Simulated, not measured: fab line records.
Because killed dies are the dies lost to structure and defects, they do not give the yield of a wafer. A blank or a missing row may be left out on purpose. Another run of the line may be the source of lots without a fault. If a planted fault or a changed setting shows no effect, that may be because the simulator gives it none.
Which tool is to blame? :: flow gf180mcu :: 12 lots with 34 wafers sampled at 6 steps, on a route of 602 steps

== WHAT EACH GAUGE READ, for each wafer ==
GF_HV_LDD_OVL_MEAS_20. Usual: for HV_LDD_01_OVL the level is -0.1 nm and the standard deviation is 1.7.
lot: L305
measured: day 10 21:34
on: overlay-01
HV_LDD_01_OVL (nm): -3.0 -2.2 -2.7
flag: 

lot: L306
measured: day 11 02:47
on: overlay-01
HV_LDD_01_OVL (nm): -1.1 -2.6 -1.8
flag: 

lot: L309
measured: day 12 02:16
on: overlay-01
HV_LDD_01_OVL (nm): -0.9 -0.8 -1.1
flag: 

lot: L310
measured: day 12 12:58
on: overlay-01
HV_LDD_01_OVL (nm): 0.4 1.0 -2.6
flag: 

lot: L312
measured: day 13 02:49
on: overlay-01
HV_LDD_01_OVL (nm): -0.2 -1.8 -0.6
flag: 

lot: L313
measured: day 13 08:43
on: overlay-02
HV_LDD_01_OVL (nm): 0.0 0.7 0.3
flag: 

lot: L316
measured: day 14 05:30
on: overlay-01
HV_LDD_01_OVL (nm): -1.7 0.1 -1.2
flag: 

lot: L318
measured: day 14 21:15
on: overlay-02
HV_LDD_01_OVL (nm): -0.7 -2.7
flag: 

lot: L320
measured: day 15 14:13
on: overlay-01
HV_LDD_01_OVL (nm): 2.9 1.2 1.6
flag: 

lot: L321
measured: day 15 19:16
on: overlay-02
HV_LDD_01_OVL (nm): 1.2 0.0
flag: 

lot: L327
measured: day 17 20:23
on: overlay-02
HV_LDD_01_OVL (nm): 1.1 0.6 0.7
flag: 

lot: L328
measured: day 17 22:06
on: overlay-01
HV_LDD_01_OVL (nm): -0.1 1.7 2.3
flag: 

GF_HV_LDD_OVL_MEAS_47. Usual: for HV_LDD_03_OVL the level is 0.1 nm and the standard deviation is 1.3.
lot: L305
measured: day 12 12:08
on: overlay-01
HV_LDD_03_OVL (nm): -0.4 -0.1 -0.1
flag: 

lot: L306
measured: day 12 17:37
on: overlay-02
HV_LDD_03_OVL (nm): -0.2 -1.0 -0.9
flag: 

lot: L309
measured: day 13 18:52
on: overlay-02
HV_LDD_03_OVL (nm): -2.1 -0.4 -0.6
flag: 

lot: L310
measured: day 14 06:38
on: overlay-02
HV_LDD_03_OVL (nm): 0.3 1.9 2.0
flag: 

lot: L312
measured: day 14 20:57
on: overlay-02
HV_LDD_03_OVL (nm): -0.6 0.0 0.6
flag: 

lot: L313
measured: day 15 03:10
on: overlay-01
HV_LDD_03_OVL (nm): -1.5 -0.6 -1.9
flag: 

lot: L316
measured: day 16 01:51
on: overlay-02
HV_LDD_03_OVL (nm): 1.1 2.6 0.9
flag: 

lot: L318
measured: day 16 18:04
on: overlay-01
HV_LDD_03_OVL (nm): 1.0 0.2
flag: 

lot: L320
measured: day 17 12:44
on: overlay-01
HV_LDD_03_OVL (nm): -0.5 0.8 0.0
flag: 

lot: L321
measured: day 17 16:18
on: overlay-01
HV_LDD_03_OVL (nm): -0.2 0.4
flag: 

lot: L327
measured: day 19 22:19
on: overlay-01
HV_LDD_03_OVL (nm): -0.7 -0.1 0.3
flag: 

lot: L328
measured: day 20 00:04
on: overlay-01
HV_LDD_03_OVL (nm): 0.8 -0.8 -0.8
flag: 

GF_PSD_RS_MEAS_14: uses a four-point probe to measure. Usual: for NSD_RS the level is 46.13 ohm/sq and the standard deviation is 0.089.
lot: L305
measured: day 14 08:32
on: film-metro-03
NSD_RS (ohm/sq): 46.14 46.22 46.25
flag: 

lot: L306
measured: day 14 14:32
on: film-metro-04
NSD_RS (ohm/sq): 46.02 46.10 46.00
flag: 

lot: L309
measured: day 15 16:52
on: film-metro-04
NSD_RS (ohm/sq): 45.91 46.05 46.07
flag: 

lot: L310
measured: day 16 05:03
on: film-metro-03
NSD_RS (ohm/sq): 46.01 46.10 46.08
flag: 

lot: L312
measured: day 16 22:01
on: film-metro-02
NSD_RS (ohm/sq): 46.12 45.98 46.09
flag: 

lot: L313
measured: day 17 03:52
on: film-metro-03
NSD_RS (ohm/sq): 46.12 46.12 46.12
flag: 

lot: L316
measured: day 18 04:25
on: film-metro-04
NSD_RS (ohm/sq): 46.14 46.21 46.32
flag: 

lot: L318
measured: day 18 22:11
on: film-metro-02
NSD_RS (ohm/sq): 46.07 41.48
flag: OFF

lot: L320
measured: day 19 15:43
on: film-metro-03
NSD_RS (ohm/sq): 41.73 41.67 46.14
flag: OFF

lot: L321
measured: day 19 20:41
on: film-metro-04
NSD_RS (ohm/sq): 46.03 41.65
flag: OFF

lot: L327
measured: day 22 02:59
on: film-metro-03
NSD_RS (ohm/sq): 46.10 46.12 46.15
flag: 

lot: L328
measured: day 22 03:40
on: film-metro-03
NSD_RS (ohm/sq): 46.27 46.21 46.17
flag: 

GF_PSD_RS_MEAS_15: uses a four-point probe to measure. Usual: for PSD_RS the level is 108.51 ohm/sq and the standard deviation is 0.28.
lot: L305
measured: day 14 08:39
on: film-metro-03
PSD_RS (ohm/sq): 108.64 108.68 108.93
flag: 

lot: L306
measured: day 14 14:39
on: film-metro-04
PSD_RS (ohm/sq): 108.00 108.06 107.99
flag: 

lot: L309
measured: day 15 16:59
on: film-metro-04
PSD_RS (ohm/sq): 107.94 108.34 108.10
flag: 

lot: L310
measured: day 16 05:10
on: film-metro-03
PSD_RS (ohm/sq): 108.55 108.46 108.19
flag: 

lot: L312
measured: day 16 22:08
on: film-metro-02
PSD_RS (ohm/sq): 108.48 108.13 108.68
flag: 

lot: L313
measured: day 17 03:59
on: film-metro-03
PSD_RS (ohm/sq): 108.44 108.60 108.55
flag: 

lot: L316
measured: day 18 04:32
on: film-metro-04
PSD_RS (ohm/sq): 109.08 108.55 109.02
flag: 

lot: L318
measured: day 18 22:19
on: film-metro-02
PSD_RS (ohm/sq): 108.38 99.95
flag: OFF

lot: L320
measured: day 19 15:50
on: film-metro-03
PSD_RS (ohm/sq): 100.28 100.42 108.44
flag: OFF

lot: L321
measured: day 19 20:49
on: film-metro-04
PSD_RS (ohm/sq): 108.56 100.41
flag: OFF

lot: L327
measured: day 22 03:06
on: film-metro-03
PSD_RS (ohm/sq): 108.62 109.10 108.67
flag: 

lot: L328
measured: day 22 03:47
on: film-metro-03
PSD_RS (ohm/sq): 108.44 108.66 108.72
flag: 

== WHAT TOOL EACH LOT RAN ON (gives the tool, then ch and the chambers of the sampled wafers, and finally the start) ==
lot: L305
GF_HV_LDD_ETCHBACK_58: rie-diel-01 ch 1,2, day 12 15:17
GF_PSD_RTA_13: rtp-anneal-02 ch 0, day 14 08:26

lot: L306
GF_HV_LDD_ETCHBACK_58: rie-diel-02 ch 0,1,2, day 12 20:46
GF_PSD_RTA_13: rtp-anneal-01 ch 0, day 14 14:26

lot: L309
GF_HV_LDD_ETCHBACK_58: rie-diel-02 ch 1,2,3, day 13 22:01
GF_PSD_RTA_13: rtp-anneal-01 ch 0, day 15 16:47

lot: L310
GF_HV_LDD_ETCHBACK_58: rie-diel-03 ch 0,1,2, day 14 09:47
GF_PSD_RTA_13: rtp-anneal-02 ch 0, day 16 04:54

lot: L312
GF_HV_LDD_ETCHBACK_58: rie-diel-03 ch 0,2,3, day 15 00:38
GF_PSD_RTA_13: rtp-anneal-02 ch 0, day 16 21:52

lot: L313
GF_HV_LDD_ETCHBACK_58: rie-diel-02 ch 0,2,3, day 15 06:19
GF_PSD_RTA_13: rtp-anneal-01 ch 0, day 17 03:43

lot: L316
GF_HV_LDD_ETCHBACK_58: rie-diel-01 ch 1,2,3, day 16 06:08
GF_PSD_RTA_13: rtp-anneal-02 ch 0, day 18 04:20

lot: L318
GF_HV_LDD_ETCHBACK_58: rie-diel-03 ch 1,2, day 16 21:17
GF_PSD_RTA_13: rtp-anneal-02 ch 0, day 18 22:06

lot: L320
GF_HV_LDD_ETCHBACK_58: rie-diel-01 ch 1,2, day 17 15:56
GF_PSD_RTA_13: rtp-anneal-02 ch 0, day 19 15:37

lot: L321
GF_HV_LDD_ETCHBACK_58: rie-diel-01 ch 1,2, day 17 19:31
GF_PSD_RTA_13: rtp-anneal-02 ch 0, day 19 20:36

lot: L327
GF_HV_LDD_ETCHBACK_58: rie-diel-02 ch 0,1,2, day 20 01:28
GF_PSD_RTA_13: rtp-anneal-02 ch 0, day 22 02:53

lot: L328
GF_HV_LDD_ETCHBACK_58: rie-diel-01 ch 1,2, day 20 03:13
GF_PSD_RTA_13: rtp-anneal-02 ch 0, day 22 03:34
- GF_HV_LDD_ETCHBACK_58: etches Si3N4 in CH3F/O2, stops on SiO2, time 100 s, target depth 90 nm.
- GF_PSD_RTA_13: time 20 s.

== AS READ BY THE TOOLS THEMSELVES (means over the sampled wafers that have a number; for cases with no such wafer, the mark the record gives instead) ==
GF_HV_LDD_ETCHBACK_58. Usual: chamber-pressure-mTorr 24.998 mTorr, standard deviation 0.022; drypump-motor-current-A 5.7 A, standard deviation 0.54; oes-product-au 0.841 a.u., standard deviation 0.0061; throttle-valve-pct 10.562 %, standard deviation 0.0085.
lot: L305
tool: rie-diel-01
chamber-pressure-mTorr (mTorr): 25.004
drypump-motor-current-A (A): 5.3
oes-product-au (a.u.): 0.842
throttle-valve-pct (%): 10.559
flag: 

lot: L306
tool: rie-diel-02
chamber-pressure-mTorr (mTorr): 25.003
drypump-motor-current-A (A): 5.9
oes-product-au (a.u.): 0.838
throttle-valve-pct (%): 10.562
flag: 

lot: L309
tool: rie-diel-02
chamber-pressure-mTorr (mTorr): 24.992
drypump-motor-current-A (A): 6.2
oes-product-au (a.u.): 0.845
throttle-valve-pct (%): 10.562
flag: 

lot: L310
tool: rie-diel-03
chamber-pressure-mTorr (mTorr): 25.024
drypump-motor-current-A (A): 5.9
oes-product-au (a.u.): 0.839
throttle-valve-pct (%): 10.566
flag: 

lot: L312
tool: rie-diel-03
chamber-pressure-mTorr (mTorr): 25.019
drypump-motor-current-A (A): 6.0
oes-product-au (a.u.): 0.838
throttle-valve-pct (%): 10.559
flag: 

lot: L313
tool: rie-diel-02
chamber-pressure-mTorr (mTorr): 24.989
drypump-motor-current-A (A): 5.9
oes-product-au (a.u.): 0.845
throttle-valve-pct (%): 10.562
flag: 

lot: L316
tool: rie-diel-01
chamber-pressure-mTorr (mTorr): 24.999
drypump-motor-current-A (A): 5.5
oes-product-au (a.u.): 0.841
throttle-valve-pct (%): 10.555
flag: 

lot: L318
tool: rie-diel-03
chamber-pressure-mTorr (mTorr): 24.986
drypump-motor-current-A (A): 5.5
oes-product-au (a.u.): 0.837
throttle-valve-pct (%): 10.552
flag: 

lot: L320
tool: rie-diel-01
chamber-pressure-mTorr (mTorr): 24.999
drypump-motor-current-A (A): 5.3
oes-product-au (a.u.): 0.837
throttle-valve-pct (%): 10.565
flag: 

lot: L321
tool: rie-diel-01
chamber-pressure-mTorr (mTorr): 25.010
drypump-motor-current-A (A): 5.2
oes-product-au (a.u.): 0.843
throttle-valve-pct (%): 10.553
flag: 

lot: L327
tool: rie-diel-02
chamber-pressure-mTorr (mTorr): 25.007
drypump-motor-current-A (A): 5.9
oes-product-au (a.u.): 0.843
throttle-valve-pct (%): 10.557
flag: 

lot: L328
tool: rie-diel-01
chamber-pressure-mTorr (mTorr): 24.978
drypump-motor-current-A (A): 5.2
oes-product-au (a.u.): 0.847
throttle-valve-pct (%): 10.560
flag: 

GF_PSD_RTA_13. Usual: anneal-temp-c-max 1032.7, standard deviation 1.3; lamp-power-pct 32.0 %, standard deviation 0.78; run-length-s 49.0 s, standard deviation 0.87; wafer_temp_C_max 1029.6, standard deviation 1.
lot: L305
tool: rtp-anneal-02
anneal-temp-c-max: 1033.7
lamp-power-pct (%): 32.7
run-length-s (s): 48.5
wafer_temp_C_max: 1028.9
flag: 

lot: L306
tool: rtp-anneal-01
anneal-temp-c-max: 1032.9
lamp-power-pct (%): 31.1
run-length-s (s): 48.7
wafer_temp_C_max: 1030.6
flag: 

lot: L309
tool: rtp-anneal-01
anneal-temp-c-max: 1031.4
lamp-power-pct (%): 31.1
run-length-s (s): 48.7
wafer_temp_C_max: 1030.8
flag: 

lot: L310
tool: rtp-anneal-02
anneal-temp-c-max: 1033.7
lamp-power-pct (%): 32.7
run-length-s (s): 50.8
wafer_temp_C_max: 1028.8
flag: 

lot: L312
tool: rtp-anneal-02
anneal-temp-c-max: 1034.3
lamp-power-pct (%): 32.7
run-length-s (s): 50.7
wafer_temp_C_max: 1029.2
flag: 

lot: L313
tool: rtp-anneal-01
anneal-temp-c-max: 1032.8
lamp-power-pct (%): 31.1
run-length-s (s): 51.1
wafer_temp_C_max: 1029.4
flag: 

lot: L316
tool: rtp-anneal-02
anneal-temp-c-max: 1031.4
lamp-power-pct (%): 32.7
run-length-s (s): 48.7
wafer_temp_C_max: 1028.3
flag: 

lot: L318
tool: rtp-anneal-02
anneal-temp-c-max: 1033.0
lamp-power-pct (%): 32.7
run-length-s (s): 61.3
wafer_temp_C_max: 1028.2
flag: OFF

lot: L320
tool: rtp-anneal-02
anneal-temp-c-max: 1033.7
lamp-power-pct (%): 32.7
run-length-s (s): 65.8
wafer_temp_C_max: 1028.5
flag: OFF

lot: L321
tool: rtp-anneal-02
anneal-temp-c-max: 1032.6
lamp-power-pct (%): 32.7
run-length-s (s): 61.7
wafer_temp_C_max: 1029.7
flag: OFF

lot: L327
tool: rtp-anneal-02
anneal-temp-c-max: 1033.6
lamp-power-pct (%): 32.7
run-length-s (s): 48.6
wafer_temp_C_max: 1029.5
flag: 

lot: L328
tool: rtp-anneal-02
anneal-temp-c-max: 1033.3
lamp-power-pct (%): 32.7
run-length-s (s): 48.5
wafer_temp_C_max: 1029.2
flag: 

== THE ANSWER, worked out from the rows above alone ==
Rule: a lot is off if the mean of its wafers that have a number lies more than 3 standard deviations from the usual mean. A lot without any number at a reading at which 4 lots or more have one is off too. All remaining lots with rows at the step are treated as sound. The gauges are gone through in route order, then the tools' own readings, and for those a lot's mean is taken as printed above. At the first step where some lot is off, the reading lying furthest off is the one used; lots without a number count as furthest.
Off: at GF_PSD_RS_MEAS_14 (NSD_RS), L318, L320, L321.
A tool fits if, at a process step before that reading, it ran every lot that is off, and no sound lot after the first of them. The gauges at GF_PSD_RS_MEAS_14 aren't tried: what is off there is off at GF_PSD_RTA_13 too, on other tools, and a gauge's error can't cause that. Of those tried, none fits.

== WHAT WAS PUT IN BY THE SIMULATOR ==
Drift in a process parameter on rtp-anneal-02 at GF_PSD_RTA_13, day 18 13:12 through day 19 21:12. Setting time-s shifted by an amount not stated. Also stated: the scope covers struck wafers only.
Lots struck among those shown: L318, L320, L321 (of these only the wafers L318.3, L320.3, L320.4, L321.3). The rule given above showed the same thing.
